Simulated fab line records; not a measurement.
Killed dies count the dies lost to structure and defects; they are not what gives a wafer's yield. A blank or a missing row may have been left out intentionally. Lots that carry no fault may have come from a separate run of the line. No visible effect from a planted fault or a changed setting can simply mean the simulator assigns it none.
fab line records | flow sky130
record lots=6 | wafers=18 | last-day=50
route steps=708 shown LDD_N@252 LDD_P@255 LDD_HVN@267 PAD_OPEN@708
lots that met no fault: taken from a fault-free run of the same line
start-h: the number of hours between the record's first day and the start of the first shown wafer of the lot | wait-h: hours since the lot's step before | " same as the row above | L1.1+2: a row that stands for several wafers | - either no value or no given start | * or withheld: withheld | < > ~ a bound
route shown NAME@n: a module of which the file shows steps, and the number in the route of the first | usual: average and standard deviation across the fault-free wafers | same: alike in all rows | chamber/n: place in a boat | sites: each site's reading | _std_site: standard deviation of those values | _edge_site: outer sites' mean less inner sites' | radius-mm: how far each site lies from the wafer's centre | mask NAME#n: copy n | behind: the tool/chamber that last shaped the wafer | hold: the reason the lot was held/the length of the hold in hours/how it ended | device: names the non-switching transistor (n, p or np) | end of line: tests of these same wafers at the route's end | a step given without rows: its recipe and nothing more | killed: not the wafer's yield, but the dies lost to structure and defects at the first sort | map: a wafer's dies, marking killed ones x, the rest . and places with no die _
set.NAME: the setting as run; set.NAME@STEP: as run at that earlier step | model.NAME: the simulator's own value behind a step, which no gauge read
lots seen at some steps along the route; tables by step, rows by wafer
services: the hour from which a tool's chamber was out of use, counted from the record's first day as start-h (under 0 if before that day), plus the number of hours and why
## steps
# step SKY_LDD_N_IMPLANT_15
# recipe species=BF2 | energy-kev=50 | dose-cm2=5e+12 | tilt-deg=30 | rotation-deg=270
# step SKY_LDD_N_STRIP_16
# recipe chemistry=O2/N2 | power-w=1400 | pressure-mtorr=1500 | platen-temp-c=withheld | o2-flow-sccm=3000 | n2-flow-sccm=300 | overash-fraction=0.5
# usual drypump-motor-current-A=5.6/0.34 | oes-product-au=0.406/0.0043 | strip-time-to-endpoint-s=4.317/0.018
lot.wafer | tool            | chamber | start-h | wait-h | drypump-motor-current-A | oes-product-au | rf-hours-counter-h | strip-time-to-endpoint-s
L538.2    | plasma-asher-01 | 1       | 453.47  | 0.1    | 5.2                     | 0.412          | 2                  | 4.311
L538.4    | "               | 1       | "       | "      | 5.2                     | 0.400          | -                  | 4.334
L538.5    | "               | 0       | "       | "      | 5.6                     | 0.410          | -                  | 4.318
L547.2    | plasma-asher-03 | 1       | 539.55  | 0.1    | 6.1                     | 0.410          | 41                 | 4.333
L547.5    | "               | 0       | "       | "      | 5.7                     | 0.403          | -                  | 4.301
L547.6    | "               | 1       | "       | "      | 6.1                     | 0.405          | -                  | 4.338
L549.1    | plasma-asher-01 | 0       | 547.35  | 0.1    | 5.6                     | 0.412          | 12                 | 4.284
L549.3    | "               | 0       | "       | "      | 5.6                     | 0.404          | -                  | 4.294
L549.5    | "               | 1       | "       | "      | 5.2                     | 0.410          | -                  | 4.293
L548.1    | plasma-asher-04 | 1       | 549.75  | 0.1    | 5.6                     | 0.399          | 75                 | 4.324
L548.3    | "               | 1       | "       | "      | 5.6                     | 0.399          | -                  | 4.344
L548.4    | "               | 0       | "       | "      | 5.1                     | 0.407          | -                  | 4.338
L554.1    | plasma-asher-01 | 0       | 590.65  | 0.1    | 5.6                     | 0.401          | 15                 | 4.312
L554.4    | "               | 0       | "       | "      | 5.6                     | 0.404          | -                  | 4.312
L554.5    | "               | 1       | "       | "      | 5.2                     | 0.406          | -                  | 4.333
L555.1    | plasma-asher-04 | 1       | 599.97  | 0.1    | 5.7                     | 0.407          | 80                 | 4.299
L555.3    | "               | 1       | "       | "      | 5.7                     | 0.409          | -                  | 4.331
L555.5    | "               | 1       | "       | "      | 5.7                     | 0.409          | -                  | 4.318
# step SKY_LDD_N_TW_MEAS_17
# usual LDD_N_TW=2597/25
lot.wafer | tool          | chamber | start-h | wait-h | LDD_N_TW
L538.2    | film-metro-04 | -       | 453.58  | 0.1    | 2597
L538.4    | "             | -       | "       | "      | 2600
L538.5    | "             | -       | "       | "      | 2585
L547.2    | film-metro-01 | -       | 539.66  | 0.1    | 2569
L547.5    | "             | -       | "       | "      | 2570
L547.6    | "             | -       | "       | "      | 2560
L549.1    | film-metro-02 | -       | 547.45  | 0.1    | 2630
L549.3    | "             | -       | "       | "      | 2622
L549.5    | "             | -       | "       | "      | 2619
L548.1    | film-metro-01 | -       | 549.85  | 0.1    | 2569
L548.3    | "             | -       | "       | "      | 2574
L548.4    | "             | -       | "       | "      | 2567
L554.1    | film-metro-02 | -       | 590.75  | 0.1    | 2634
L554.4    | "             | -       | "       | "      | 2612
L554.5    | "             | -       | "       | "      | 2617
L555.1    | film-metro-04 | -       | 600.07  | 0.1    | 2570
L555.3    | "             | -       | "       | "      | 2568
L555.5    | "             | -       | "       | "      | 2574
# step SKY_LDD_P_DEHYDRATE_00
# recipe temp-c=200 | time-s=60
# step SKY_LDD_P_HMDS_01
# recipe prime-time-s=60 | prime-temp-c=120
# step SKY_LDD_P_COAT_02
# recipe resist=NOVOLAK | spin-rpm=3000 | resist-thk-nm=1140
# step SKY_LDD_P_SOFTBAKE_03
# recipe temp-c=90 | time-s=60 | resist=NOVOLAK
# step SKY_LDD_P_EXPOSE_04
# recipe mask-id=PSDM | na=0.6 | source-shape=conventional | sigma-outer=0.6 | polarization=unpolarized | target-cd-nm=380 | dose-mj=138
# step SKY_LDD_P_PEB_05
# recipe temp-c=withheld | time-s=* | resist=NOVOLAK
# step SKY_LDD_P_DEVELOP_06
# recipe resist=NOVOLAK | developer=TMAH | develop-time-s=60 | dev-temp-c=22.41
# step SKY_LDD_P_CD_MEAS_07
# recipe target-cd-nm=380
# usual cd-nm=379.6/2.5
lot.wafer | tool      | chamber | start-h | wait-h | cd-nm
L538.2    | cd-sem-02 | -       | 484.05  | 0.3    | 379.1
L538.4    | "         | -       | "       | "      | 381.5
L538.5    | "         | -       | "       | "      | 381.5
L547.2    | cd-sem-02 | -       | 569.45  | 0.1    | 378.7
L547.5    | "         | -       | "       | "      | 377.3
L547.6    | "         | -       | "       | "      | 380.5
L549.1    | cd-sem-01 | -       | 576.63  | 0.1    | 382.6
L549.3    | "         | -       | "       | "      | 384.0
L549.5    | "         | -       | "       | "      | 385.1
L548.1    | cd-sem-01 | -       | 579.02  | 0.1    | 379.7
L548.3    | "         | -       | "       | "      | 380.6
L548.4    | "         | -       | "       | "      | 378.3
L554.1    | cd-sem-01 | -       | 619.88  | 0.1    | 383.0
L554.4    | "         | -       | "       | "      | 381.2
L554.5    | "         | -       | "       | "      | 381.3
L555.1    | cd-sem-01 | -       | 628.48  | 0.1    | 380.2
L555.3    | "         | -       | "       | "      | 381.6
L555.5    | "         | -       | "       | "      | 378.6
# step SKY_LDD_P_OVL_MEAS_08
# usual LDD_P_OVL=0.6/1.4
lot.wafer | tool       | chamber | start-h | wait-h | LDD_P_OVL[nm]
L538.2    | overlay-02 | -       | 484.16  | 0.1    | 0.2
L538.4    | "          | -       | "       | "      | 1.3
L538.5    | "          | -       | "       | "      | 0.4
L547.2    | overlay-02 | -       | 569.56  | 0.1    | 0.6
L547.5    | "          | -       | "       | "      | 0.5
L547.6    | "          | -       | "       | "      | -1.0
L549.1    | overlay-02 | -       | 576.75  | 0.1    | 1.9
L549.3    | "          | -       | "       | "      | -1.0
L549.5    | "          | -       | "       | "      | -0.6
L548.1    | overlay-01 | -       | 579.14  | 0.1    | -1.1
L548.3    | "          | -       | "       | "      | -1.1
L548.4    | "          | -       | "       | "      | -1.2
L554.1    | overlay-01 | -       | 620.00  | 0.1    | -1.4
L554.4    | "          | -       | "       | "      | -1.1
L554.5    | "          | -       | "       | "      | -1.7
L555.1    | overlay-02 | -       | 628.60  | 0.1    | 3.2
L555.3    | "          | -       | "       | "      | 2.6
L555.5    | "          | -       | "       | "      | 2.6
# step SKY_LDD_P_IMPLANT_09
# recipe species=BF2 | energy-kev=25 | dose-cm2=1e+13 | tilt-deg=withheld
# usual dose-ions-cm2=1.0001e+13/9.6e+09 | faraday-current-uA=56.6/1.1
lot.wafer | tool         | chamber | start-h | wait-h | dose-ions-cm2 | faraday-current-uA
L538.2    | implanter-02 | 0       | 484.21  | 0.0    | 1.0014e+13    | 56.4
L538.4    | "            | 0       | "       | "      | 9.989e+12     | 56.8
L538.5    | "            | 0       | "       | "      | 9.999e+12     | 56.9
L547.2    | implanter-04 | 0       | 569.61  | 0.0    | 9.988e+12     | 57.1
L547.5    | "            | 0       | "       | "      | 1.0004e+13    | 56.3
L547.6    | "            | 0       | "       | "      | 9.994e+12     | 57.8
L549.1    | implanter-02 | 0       | 576.79  | 0.0    | 1.5429e+13    | 85.8
L549.3    | "            | 0       | "       | "      | 1.5423e+13    | 89.5
L549.5    | "            | 0       | "       | "      | 1.5415e+13    | 86.6
L548.1    | implanter-02 | 0       | 579.17  | 0.0    | 1.5411e+13    | 86.2
L548.3    | "            | 0       | "       | "      | 1.5427e+13    | 87.3
L548.4    | "            | 0       | "       | "      | 1.5426e+13    | 88.2
L554.1    | implanter-04 | 0       | 620.04  | 0.0    | 1.0027e+13    | 58.0
L554.4    | "            | 0       | "       | "      | 1.0006e+13    | 57.6
L554.5    | "            | 0       | "       | "      | 1.0014e+13    | 57.1
L555.1    | implanter-04 | 0       | 628.63  | 0.0    | 9.998e+12     | 55.7
L555.3    | "            | 0       | "       | "      | 1.0002e+13    | 56.0
L555.5    | "            | 0       | "       | "      | 1.0016e+13    | 56.5
# step SKY_LDD_P_STRIP_10
# recipe chemistry=O2/N2 | power-w=1400 | pressure-mtorr=1500 | platen-temp-c=withheld | o2-flow-sccm=3000 | n2-flow-sccm=300 | overash-fraction=0.5
# usual drypump-motor-current-A=5.6/0.33 | oes-product-au=0.716/0.0045 | strip-time-to-endpoint-s=14.17/0.032
lot.wafer | tool            | chamber | start-h | wait-h | drypump-motor-current-A | oes-product-au | rf-hours-counter-h | strip-time-to-endpoint-s
L538.2    | plasma-asher-03 | 0       | 484.34  | 0.1    | 5.7                     | 0.716          | 36                 | 14.13
L538.4    | "               | 0       | "       | "      | 5.7                     | 0.716          | -                  | 14.17
L538.5    | "               | 1       | "       | "      | 6.1                     | 0.722          | -                  | 14.15
L547.2    | plasma-asher-03 | 0       | 569.74  | 0.1    | 5.7                     | 0.717          | 44                 | 14.17
L547.5    | "               | 0       | "       | "      | 5.7                     | 0.718          | -                  | 14.18
L547.6    | "               | 1       | "       | "      | 6.1                     | 0.714          | -                  | 14.19
L549.1    | plasma-asher-03 | 1       | 576.94  | 0.1    | 6.1                     | 0.709          | 45                 | 14.20
L549.3    | "               | 0       | "       | "      | 5.7                     | 0.718          | -                  | 14.22
L549.5    | "               | 0       | "       | "      | 5.7                     | 0.719          | -                  | 14.13
L548.1    | plasma-asher-01 | 1       | 579.32  | 0.1    | 5.2                     | 0.717          | 14                 | 14.20
L548.3    | "               | 0       | "       | "      | 5.6                     | 0.703          | -                  | 14.20
L548.4    | "               | 1       | "       | "      | 5.2                     | 0.713          | -                  | 14.23
L554.1    | plasma-asher-01 | 0       | 620.19  | 0.1    | 5.5                     | 0.718          | 18                 | 14.19
L554.4    | "               | 0       | "       | "      | 5.6                     | 0.717          | -                  | 14.21
L554.5    | "               | 0       | "       | "      | 5.6                     | 0.731          | -                  | 14.20
L555.1    | plasma-asher-03 | 1       | 628.78  | 0.1    | 6.1                     | 0.713          | 50                 | 14.15
L555.3    | "               | 1       | "       | "      | 6.1                     | 0.729          | -                  | 14.20
L555.5    | "               | 1       | "       | "      | 6.1                     | 0.712          | -                  | 14.15
# step SKY_LDD_P_TW_MEAS_11
# usual LDD_P_TW=633/7.4
lot.wafer | tool          | chamber | start-h | wait-h | LDD_P_TW
L538.2    | film-metro-03 | -       | 484.45  | 0.1    | 628
L538.4    | "             | -       | "       | "      | 624
L538.5    | "             | -       | "       | "      | 627
L547.2    | film-metro-03 | -       | 569.85  | 0.1    | 631
L547.5    | "             | -       | "       | "      | 630
L547.6    | "             | -       | "       | "      | 626
L549.1    | film-metro-03 | -       | 577.04  | 0.1    | 718
L549.3    | "             | -       | "       | "      | 718
L549.5    | "             | -       | "       | "      | 724
L548.1    | film-metro-02 | -       | 579.42  | 0.1    | 736
L548.3    | "             | -       | "       | "      | 737
L548.4    | "             | -       | "       | "      | 739
L554.1    | film-metro-01 | -       | 620.29  | 0.1    | 639
L554.4    | "             | -       | "       | "      | 638
L554.5    | "             | -       | "       | "      | 636
L555.1    | film-metro-01 | -       | 628.88  | 0.1    | 633
L555.3    | "             | -       | "       | "      | 636
L555.5    | "             | -       | "       | "      | 632
# step SKY_LDD_HVN_DEHYDRATE_00
# recipe temp-c=200 | time-s=60
# step SKY_PAD_OPEN_PROBE_99
# usual killed_at_M0_to_M3=44/7.3 | killed_at_M4_up=3.3/1.8 | killed-at-contacts=24/5.3 | killed-at-front-end=16/5 | killed-at-other=0.2/0.51 | killed-dies=87/10 | killed-open=47/7.5 | killed-short=40/6.3
# same gross-dies=492 | killed-at-back-side=0
lot.wafer | tool      | chamber | start-h | wait-h | killed_at_M0_to_M3 | killed_at_M4_up | killed-at-contacts | killed-at-front-end | killed-at-other | killed-dies | killed-open | killed-short | model.etest.tip-p.rs-ohm-sq | model.etest.pfet_01v8.r-on-ohm-um | model.etest.pfet_01v8.drive-ua-um | model.etest.sram-pfet-latch.drive-ua-um | model.etest.pfet_01v8_hvt.drive-ua-um | model.etest.pfet_01v8_lvt.drive-ua-um | model.etest.pfet_01v8.off-log10-a-um | model.etest.pfet_01v8.vt-sat-v
L538.2    | prober-01 | -       | 1119.40 | 0.1    | 41                 | 3               | 21                 | 22                  | 0               | 87          | 46          | 41           | 6819                        | 2817                              | 199.8                             | 150.2                                   | 150.4                                 | 174                                   | -9.235                               | -0.5374
L538.4    | prober-01 | -       | 1119.50 | 0.2    | 34                 | 4               | 15                 | 8                   | 0               | 61          | 37          | 24           | 6824                        | 2907                              | 194.2                             | 141.8                                   | 146.6                                 | 171.6                                 | -9.316                               | -0.542
L538.5    | prober-01 | -       | 1119.55 | 0.2    | 43                 | 7               | 28                 | 12                  | 0               | 90          | 42          | 48           | 6892                        | 2866                              | 193.4                             | 147.1                                   | 144.9                                 | 171.9                                 | -9.457                               | -0.559
L547.2    | prober-02 | -       | 1167.50 | 0.1    | 44                 | 4               | 22                 | 14                  | 2               | 86          | 46          | 39           | 6923                        | 3054                              | 179                               | 135.2                                   | 134.9                                 | 169.5                                 | -10.75                               | -0.6493
L547.5    | prober-02 | -       | 1167.65 | 0.2    | 38                 | 3               | 22                 | 21                  | 1               | 85          | 43          | 42           | 6928                        | 2969                              | 184.7                             | 137.4                                   | 139.7                                 | 172.7                                 | -10.35                               | -0.6165
L547.6    | prober-02 | -       | 1167.70 | 0.2    | 58                 | 3               | 20                 | 16                  | 0               | 97          | 56          | 41           | 6977                        | 2998                              | 186.2                             | 140.2                                   | 140.1                                 | 171                                   | -10.12                               | -0.601
L548.1    | prober-01 | -       | 1175.22 | 0.1    | 36                 | 5               | 22                 | 12                  | 0               | 75          | 32          | 43           | 4728                        | 2719                              | 206.9                             | 160.6                                   | 155.9                                 | 178                                   | -8.785                               | -0.4669
L548.3    | prober-01 | -       | 1175.32 | 0.2    | 47                 | 7               | 21                 | 9                   | 0               | 84          | 43          | 41           | 4769                        | 2734                              | 205.6                             | 152.7                                   | 154.7                                 | 177.5                                 | -8.767                               | -0.4671
L548.4    | prober-01 | -       | 1175.37 | 0.2    | 48                 | 2               | 26                 | 10                  | 0               | 86          | 52          | 34           | 4770                        | 2706                              | 209.4                             | 156.1                                   | 157.6                                 | 177.9                                 | -8.486                               | -0.4421
L549.1    | prober-02 | -       | 1176.25 | 0.1    | 52                 | 4               | 23                 | 6                   | 1               | 86          | 45          | 41           | 4772                        | 2932                              | 190.6                             | 143.6                                   | 142.9                                 | 177.9                                 | -10.07                               | -0.588
L549.3    | prober-02 | -       | 1176.35 | 0.2    | 42                 | 4               | 38                 | 8                   | 0               | 92          | 54          | 38           | 4823                        | 2865                              | 194.7                             | 146.3                                   | 146.7                                 | 180.1                                 | -9.83                                | -0.5776
L549.5    | prober-02 | -       | 1176.45 | 0.2    | 39                 | 4               | 28                 | 9                   | 0               | 80          | 50          | 30           | 4832                        | 2878                              | 194.9                             | 144.5                                   | 145.4                                 | 178.9                                 | -9.699                               | -0.5672
L554.1    | prober-01 | -       | 1199.89 | 0.1    | 41                 | 3               | 17                 | 7                   | 0               | 68          | 37          | 31           | 6734                        | 2891                              | 191.6                             | 142.9                                   | 144.4                                 | 175.8                                 | -9.693                               | -0.5737
L554.4    | prober-01 | -       | 1200.04 | 0.2    | 40                 | 5               | 21                 | 12                  | 0               | 78          | 38          | 40           | 6783                        | 2945                              | 188.8                             | 143.4                                   | 142.1                                 | 174                                   | -10.23                               | -0.604
L554.5    | prober-01 | -       | 1200.09 | 0.2    | 46                 | 4               | 30                 | 10                  | 0               | 90          | 53          | 37           | 6827                        | 2964                              | 185.9                             | 138.3                                   | 141.3                                 | 173.3                                 | -10.14                               | -0.5951
L555.1    | prober-02 | -       | 1200.56 | 0.1    | 57                 | 4               | 24                 | 22                  | 0               | 107         | 56          | 51           | 6957                        | 2931                              | 189.2                             | 139.6                                   | 141.9                                 | 173.9                                 | -10.35                               | -0.6276
L555.3    | prober-02 | -       | 1200.66 | 0.2    | 56                 | 3               | 20                 | 15                  | 0               | 94          | 46          | 48           | 7011                        | 2992                              | 183                               | 134.1                                   | 137.9                                 | 172.7                                 | -10.51                               | -0.6425
L555.5    | prober-02 | -       | 1200.76 | 0.2    | 66                 | 4               | 28                 | 20                  | 0               | 118         | 62          | 56           | 7066                        | 3001                              | 181                               | 132.9                                   | 137.5                                 | 172.2                                 | -10.63                               | -0.6524
# killed by level:class
L538.2 VIA1:geometric-particle:open=12 POLY_GATE:geometric-particle:short=8 VIA3:geometric-particle:open=8 METAL2:geometric-particle:short=7 LI_CONTACT:geometric-particle:open=6 CONTACT:geometric-particle:open=6 FIELD_ISO:geometric-particle:open=4 CONTACT:geometric-particle:short=4
L538.4 VIA1:geometric-particle:open=10 VIA3:geometric-particle:open=8 CONTACT:geometric-particle:open=5 METAL2:geometric-particle:short=5 FIELD_ISO:geometric-particle:short=4 LI_CONTACT:geometric-particle:open=4 CONTACT:geometric-particle:short=4 METAL1:geometric-particle:short=3
L538.5 CONTACT:geometric-particle:open=10 LI_CONTACT:geometric-particle:open=7 VIA1:geometric-particle:short=7 METAL1:geometric-particle:short=6 VIA1:geometric-particle:open=6 METAL2:geometric-particle:short=6 VIA2:geometric-particle:open=6 POLY_GATE:geometric-particle:short=5
L547.2 VIA3:geometric-particle:open=10 VIA1:geometric-particle:open=8 VIA3:geometric-particle:short=7 LI_CONTACT:geometric-particle:open=6 CONTACT:geometric-particle:open=6 METAL1:geometric-particle:short=6 VIA2:geometric-particle:open=4 FIELD_ISO:geometric-particle:open=3
L547.5 VIA1:geometric-particle:open=9 LI_CONTACT:geometric-particle:open=7 CONTACT:geometric-particle:open=7 POLY_GATE:geometric-particle:short=6 METAL1:geometric-particle:short=6 FIELD_ISO:geometric-particle:short=5 POLY_GATE:geometric-particle:open=5 VIA3:geometric-particle:short=4
L547.6 VIA1:geometric-particle:open=13 CONTACT:geometric-particle:open=9 VIA3:geometric-particle:open=8 METAL1:geometric-particle:short=7 VIA1:geometric-particle:short=7 VIA2:geometric-particle:open=7 METAL2:geometric-particle:short=7 FIELD_ISO:geometric-particle:open=5
L548.1 METAL2:geometric-particle:short=10 CONTACT:geometric-particle:short=7 METAL1:geometric-particle:short=7 CONTACT:geometric-particle:open=6 LI_CONTACT:geometric-particle:open=5 VIA2:geometric-particle:open=5 VIA3:geometric-particle:open=5 FIELD_ISO:geometric-particle:short=3
L548.3 VIA1:geometric-particle:open=11 METAL1:geometric-particle:short=9 LI_CONTACT:geometric-particle:open=8 CONTACT:geometric-particle:open=8 VIA1:geometric-particle:short=7 VIA3:geometric-particle:open=7 METAL4:geometric-particle:short=5 FIELD_ISO:geometric-particle:short=4
L548.4 VIA1:geometric-particle:open=10 VIA3:geometric-particle:open=10 LI_CONTACT:geometric-particle:open=9 VIA1:geometric-particle:short=9 VIA2:geometric-particle:open=7 CONTACT:geometric-particle:open=5 POLY_GATE:geometric-particle:open=4 LI_CONTACT:geometric-particle:short=3
L549.1 VIA3:geometric-particle:open=10 VIA2:geometric-particle:open=10 METAL1:geometric-particle:short=9 CONTACT:geometric-particle:open=9 METAL3:geometric-particle:short=6 LI_CONTACT:geometric-particle:open=5 CONTACT:geometric-particle:short=5 VIA1:geometric-particle:open=5
L549.3 CONTACT:geometric-particle:open=15 VIA1:geometric-particle:open=11 LI_CONTACT:geometric-particle:open=9 VIA2:geometric-particle:open=6 METAL3:geometric-particle:short=5 LOCAL_INTERCONNECT:geometric-particle:short=5 METAL2:geometric-particle:short=5 CONTACT:geometric-particle:short=4
L549.5 VIA1:geometric-particle:open=12 LI_CONTACT:geometric-particle:open=11 CONTACT:geometric-particle:open=6 VIA2:geometric-particle:open=6 VIA3:geometric-particle:open=5 LOCAL_INTERCONNECT:geometric-particle:short=4 VIA1:geometric-particle:short=4 VIA3:geometric-particle:short=4
L554.1 CONTACT:geometric-particle:open=7 METAL2:geometric-particle:short=7 METAL1:geometric-particle:short=6 VIA1:geometric-particle:open=6 CONTACT:geometric-particle:short=4 VIA2:geometric-particle:open=4 VIA3:geometric-particle:open=4 FIELD_ISO:geometric-particle:open=3
L554.4 VIA3:geometric-particle:open=10 CONTACT:geometric-particle:open=7 VIA1:geometric-particle:open=7 METAL1:geometric-particle:short=6 FIELD_ISO:geometric-particle:short=5 LI_CONTACT:geometric-particle:open=5 LOCAL_INTERCONNECT:geometric-particle:short=5 METAL2:geometric-particle:short=5
L554.5 CONTACT:geometric-particle:open=11 VIA3:geometric-particle:open=9 VIA1:geometric-particle:open=8 LI_CONTACT:geometric-particle:open=7 VIA2:geometric-particle:open=7 LOCAL_INTERCONNECT:geometric-particle:short=6 VIA1:geometric-particle:short=6 FIELD_ISO:geometric-particle:open=5
L555.1 VIA1:geometric-particle:open=10 VIA2:geometric-particle:open=9 CONTACT:geometric-particle:open=8 VIA1:geometric-particle:short=7 METAL2:geometric-particle:short=7 VIA3:geometric-particle:open=7 FIELD_ISO:geometric-particle:short=6 LI_CONTACT:geometric-particle:open=6
L555.3 VIA1:geometric-particle:open=10 FIELD_ISO:geometric-particle:short=9 VIA1:geometric-particle:short=9 VIA3:geometric-particle:open=9 VIA2:geometric-particle:open=8 CONTACT:geometric-particle:open=7 VIA2:geometric-particle:short=7 METAL2:geometric-particle:short=5
L555.5 VIA1:geometric-particle:open=15 METAL2:geometric-particle:short=13 METAL1:geometric-particle:short=9 VIA2:geometric-particle:open=9 LI_CONTACT:geometric-particle:open=7 CONTACT:geometric-particle:open=7 CONTACT:geometric-particle:short=7 VIA3:geometric-particle:open=6
## services
tool            | chamber | start-h | hours | kind
plasma-asher-01 | 0       | 430.25  | -     | clean
plasma-asher-01 | 1       | 430.25  | -     | clean
implanter-04    | -       | 468.53  | 6.7   | repair
plasma-asher-03 | -       | 501.96  | 0.7   | repair
implanter-02    | -       | 553.24  | 4.6   | pm
plasma-asher-01 | -       | 559.42  | 6.5   | repair
## key
first-sign step=SKY_LDD_P_IMPLANT_09 | reading=dose-ions-cm2 | direction=up | sigmas=99+ | usual=* | struck=*
effect step=SKY_LDD_P_IMPLANT_09 | reading=faraday-current-uA | direction=up | sigmas=28 | usual=56.6 | struck=87.3
effect step=SKY_LDD_P_TW_MEAS_11 | reading=LDD_P_TW | direction=up | sigmas=13 | usual=633 | struck=729
model-effect step=SKY_PAD_OPEN_PROBE_99 | value=etest.tip-p.rs-ohm-sq | without=6850 | struck=4782
met-at SKY_LDD_P_IMPLANT_09
struck-wafers L548.1,L548.3,L548.4,L549.1,L549.3,L549.5
tester-left-out L548,L549
onset-between 484.21 576.79
fault kind=process-parameter-drift | tool=implanter-02 | chamber=- | onset-h=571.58 | steps=SKY_LDD_P_IMPLANT_09 | channel=dose-cm2 | offset=* | shape=step | end-h=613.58 | acts-in=* | stated=*
# tester-left-out: of these lots the tester's yield and bins aren't shown, on N5 and GAA mostly nor the transistor test; their killed dies are dies lost to structure and defects alone, not to doping, threshold or leakage, so they don't give the yield
